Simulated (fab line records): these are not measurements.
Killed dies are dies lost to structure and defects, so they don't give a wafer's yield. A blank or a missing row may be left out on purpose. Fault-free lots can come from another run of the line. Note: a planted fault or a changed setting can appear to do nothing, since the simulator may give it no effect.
Which of the tools did it? | flow gf180mcu | 18 wafers from 6 lots sampled at 2 of the route's 602 steps

## WHAT THE GAUGES SHOWED, per wafer
GF_HV_LDD_THK_MEAS_57.
lot  | measured     | on            | HV_LDD_CVD_56_THK (nm)
L834 | day 14 02:05 | film metro-01 | 89.8 90.4 91.2
L836 | day 14 08:24 | film metro-02 | 91.6 91.1 90.7
L838 | day 15 05:09 | film metro-01 | 89.7 89.4 89.4
L841 | day 16 01:31 | film metro-02 | 89.5 89.3 89.5
L844 | day 17 04:46 | film metro-01 | 84.6 84.3 84.2
L851 | day 20 00:04 | film metro-02 | 90.1 89.2 90.2

## TOOL THAT RAN EACH LOT (tool first, then ch and the chambers of the sampled wafers, then the start)
lot  | GF_HV_LDD_CVD_56
L834 | lpcvd-01 ch 0, day 14 00:40
L836 | lpcvd-02 ch 0, day 14 06:58
L838 | lpcvd-01 ch 1, day 15 03:43
L841 | lpcvd-01 ch 1, day 16 00:05
L844 | lpcvd-01 ch 1, day 17 03:19
L851 | lpcvd-02 ch 0, day 19 22:37
- GF_HV_LDD_CVD_56: deposits Si3N4 from DCS/NH3, target thk 90 nm, time 1543 s.

## THE ANSWER, worked out from the rows above alone
Rule: what is usual is taken from the lots themselves. The widest of any qualifying gaps counts: lots, ordered by their means at a reading, are off when they make up no more than a third of the lots, leave a main group of 4 or more, and stand apart from it by 3 or more times the standard deviation of that group's means. If all means in a main group match to the digits the tables above print for the reading, that group is not used. Also off: a lot with no number at a reading for which 4 or more lots have one. The other lots that the step has rows for count as sound.
Off: L844, seen at GF_HV_LDD_THK_MEAS_57 (HV_LDD_CVD_56_THK). For the main group the mean is 90.1 nm and the standard deviation 0.64.
A tool fits if, at a process step before that reading, it ran every lot that is off, and no sound lot after the first of them. Those tools and the gauges at GF_HV_LDD_THK_MEAS_57 are tried in the same way. 2 tools fit, lpcvd-01 at GF_HV_LDD_CVD_56 and film metro-01 at GF_HV_LDD_THK_MEAS_57, so this cannot tell which one it is.

## WHAT THE SIMULATOR PUT IN
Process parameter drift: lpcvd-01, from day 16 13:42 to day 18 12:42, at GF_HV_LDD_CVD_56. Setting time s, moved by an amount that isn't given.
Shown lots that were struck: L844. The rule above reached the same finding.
